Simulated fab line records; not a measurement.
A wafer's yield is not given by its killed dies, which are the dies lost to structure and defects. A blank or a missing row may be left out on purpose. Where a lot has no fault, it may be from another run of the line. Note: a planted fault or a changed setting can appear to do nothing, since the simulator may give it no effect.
A struck lot beside a sound one / flow sky130 / 15 out of 708 route steps
Sound: wafers L843.1, L843.4, L843.5. Struck: wafers L849.3, L849.4, L849.6. The cause comes at the end.
Per side, at each step with rows, come the tool, then ch with its chambers, and then its first start. Under that, the readings that differ: sound wafers / struck wafers / difference of the means / sigmas: that difference in standard deviations of wafers without a fault.
alike: readings with means less than 2 such deviations apart, plus words and numbers identical on both sides. not compared: withheld readings, readings lacking a value on some wafer, bounds such as >300 that could conceal the same value, and numbers that have no deviation in the record and whose values overlap.
The two part at a step that has a row with sigmas, a row that says differs or no value, or rows on one side only. Numbers that don't overlap but have no deviation are shown without sigmas and don't part them. A reading that every wafer of one side lacks parts them only if that side has two wafers or more.

first, 5 steps without rows for these wafers: SKY_SONOS_TUNNEL_COAT_02 (resist thk 1140 nm); SKY_SONOS_TUNNEL_SOFTBAKE_03 (time 60 s); SKY_SONOS_TUNNEL_EXPOSE_04 (exposes mask TUNM, target cd 410 nm); SKY_SONOS_TUNNEL_PEB_05; SKY_SONOS_TUNNEL_DEVELOP_06 (develop time 60 s).
SKY_SONOS_TUNNEL_CD_MEAS_07 targets a cd of 410 nm.
  sound on cd-sem-01, day 12 09:46; struck on cd-sem-02, day 14 05:41
reading=cd-nm (nm); sound=408.7 407.9 407.4; struck=414.4 414.7 414.0; difference=+6.4; sigmas=+3
SKY_SONOS_TUNNEL_OVL_MEAS_08:
  sound on overlay-01, day 12 09:53; struck on overlay-01, day 14 05:47
  alike: SONOS_TUNNEL_OVL
then, 3 steps without rows for these wafers: SKY_SONOS_TUNNEL_IMPLANT_09; SKY_SONOS_TUNNEL_WET_ETCH_10 (etches SiO2 in dHF, target depth 14 nm, time 280 s); SKY_SONOS_TUNNEL_STRIP_11 (strips in SPM, time 600 s).
SKY_SONOS_TUNNEL_TW_MEAS_12:
  sound on film-metro-01, day 12 10:20; struck on film-metro-04, day 14 06:19
reading=SONOS_TUNNEL_TW; sound=195 194 196; struck=202 201 200; difference=+6; sigmas=+2
then, 1 step without rows for these wafers: SKY_SONOS_TUNNEL_CLEAN_13 (cleans in dHF, time 20 s).
SKY_SONOS_ONO_OXIDATION_00: stabilise 600 s, purge 300 s, target thk 2.6 nm.
  sound on furnace-02 ch 0, day 12 11:10; struck on furnace-01 ch 0, day 14 06:28
reading=spike-tc-bottom-C (C); sound=814 814 813; struck=835 835 835; difference=+21; sigmas=+6
reading=spike-tc-centre-C (C); sound=803.3 801.8 803.3; struck=813.0 814.2 814.1; difference=+11.0; sigmas=+6
reading=spike-tc-lower-C (C); sound=799.8 802.7 800.9; struck=815.8 817.8 815.8; difference=+15.3; sigmas=+14
reading=spike-tc-top-C (C); sound=813 810 811; struck=834 834 834; difference=+23; sigmas=+6
reading=spike-tc-upper-C (C); sound=801.3 800.4 800.4; struck=816.6 815.9 814.6; difference=+15.0; sigmas=+14
reading=tube-center-temp-C (C); sound=800.02 800.19 800.01; struck=814.94 814.89 814.75; difference=+14.79; sigmas=+99 or more
reading=tube_center_temp_C_max; sound=801.8 802.1 802.3; struck=817.3 817.0 816.7; difference=+14.9; sigmas=+45
reading=model.SiO2_of_SONOS_ONO_OXIDATION_00.thk-nm (nm); sound=2.658 2.6 2.6; struck=3.179 3.166 3.174; difference=+0.554; sigmas=
SKY_SONOS_ONO_THK_MEAS_01:
  sound on film-metro-01, day 12 12:31; struck on film-metro-02, day 14 08:04
reading=SONOS_ONO_OXIDATION_THK (nm); sound=2.69 2.57 2.56; struck=3.15 3.16 3.20; difference=+0.56; sigmas=+10
  not compared: hold
-- the record jumps here: 34 days lie between the struck wafers' starts before and after (it left off in module SONOS_ONO and takes up again in module PAD_OPEN, whose first step shown is number 708 of the route) --
SKY_PAD_OPEN_PROBE_99:
  sound on prober-01, day 47 04:20; struck on prober-02, day 48 05:32
reading=model.etest.sonos-erased.drive-ua-um; sound=194 207.8 206.3; struck=97.12 95.8 86.31; difference=-109.62; sigmas=
reading=model.etest.sonos-uncharged.r-on-ohm-um; sound=791 794.1 794.1; struck=830.2 839.3 853.6; difference=+48.0; sigmas=
reading=model.etest.sonos-erased.vt-v (V); sound=-2.291 -2.357 -2.309; struck=-1.273 -1.348 -1.257; difference=+1.026; sigmas=
reading=model.etest.cap-ono.gate-log10-a-cm2; sound=-7.889 -7.73 -7.821; struck=-8.831 -8.631 -8.771; difference=-0.931; sigmas=
reading=model.etest.cap-ono.gate-bv-v (V); sound=16.26 16.45 16.23; struck=17.3 17.48 16.8; difference=+0.9; sigmas=
reading=model.etest.cap-ono.tox-acc-nm (nm); sound=12.85 12.73 12.86; struck=13.6 13.43 13.58; difference=+0.7; sigmas=
reading=model.etest.sonos-programmed.vt-v (V); sound=1.48 1.515 1.421; struck=1.144 1.198 1.173; difference=-0.300; sigmas=
reading=model.etest.sonos-baked.vt-less-v (V); sound=-0.5276 -0.5314 -0.4809; struck=-0.2932 -0.2575 -0.3244; difference=+0.2216; sigmas=
  alike: killed_at_M0_to_M3, killed_at_M4_up, killed-at-contacts, killed-at-front-end, killed-at-other, killed-dies, killed-open, killed-short

## WHERE THEY PART
Earliest at SKY_SONOS_TUNNEL_CD_MEAS_07; latest, in this record, at SKY_SONOS_ONO_THK_MEAS_01. Later steps at which nothing parts them and some readings are alike: SKY_PAD_OPEN_PROBE_99.

WHY: the cause the simulator had injected
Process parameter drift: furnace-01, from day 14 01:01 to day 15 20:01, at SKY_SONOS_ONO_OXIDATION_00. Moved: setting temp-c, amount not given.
